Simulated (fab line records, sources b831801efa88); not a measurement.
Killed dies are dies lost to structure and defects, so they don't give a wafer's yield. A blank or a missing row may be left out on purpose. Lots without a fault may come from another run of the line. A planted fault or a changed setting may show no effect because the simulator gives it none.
Chamber matching | flow sky130 | SKY_VIA2_CMP_24 on cmp-01: 4 sister chambers
The step polishes, stops on SiO2, t overpolish 20 s, target thk 0 nm. 8 wafers are shown with their chamber, then 8 later ones without.

WAFERS WITH THEIR CHAMBER
wafer  | chamber | motor_current_A (A) | time_to_endpoint_s (s)
L562.5 | 2       | 9.8                 | 100
L566.2 | 1       | 12.4                | 108
L566.4 | 2       | 10.5                | 103
L566.6 | 3       | 12.5                | 102
L573.1 | 1       | 13.1                | 113
L573.2 | 0       | 12.3                | 100
L573.3 | 3       | 12.4                | 109
L576.2 | 0       | 12.5                | 96

WAFERS WITHOUT THEIR CHAMBER
wafer  | motor_current_A (A) | time_to_endpoint_s (s)
L576.3 | 11.9                | 98
L576.6 | 12.0                | 98
L574.1 | 12.0                | 103
L574.3 | 10.1                | 105
L574.6 | 10.3                | 100
L575.1 | 12.9                | 108
L575.2 | 10.3                | 102
L575.4 | 11.4                | 102

WHICH CHAMBER EACH WENT THROUGH
wafer  | from the rows above               | in truth
L576.3 | can't be placed: 0 or 3           | 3
L576.6 | can't be placed: 0 or 3           | 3
L574.1 | can't be placed: 3 or 0 or 1      | 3
L574.3 | 2                                 | 2
L574.6 | 2                                 | 2
L575.1 | can't be placed: 1 or 3           | 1
L575.2 | 2                                 | 2
L575.4 | can't be placed: 0 or 3 or 2 or 1 | 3
Placed correctly: 3 of 8. Can't be placed from these rows: 5 (the true chamber is among the candidates in 5). Placed wrongly: 0.
How it was worked out, from the rows above alone: a wafer's distance from a chamber is the root of the sum, over the readings, of the square of ((its reading less the chamber's mean) divided by the reading's scatter). The wafer belongs to the nearest chamber; if the next one is less than 2 further off, it can't be placed. A chamber's mean is the mean of its shown wafers. The scatter: the root of (the sum of the squares of (reading less its chamber's mean) over the shown wafers, divided by (wafers less chambers)).
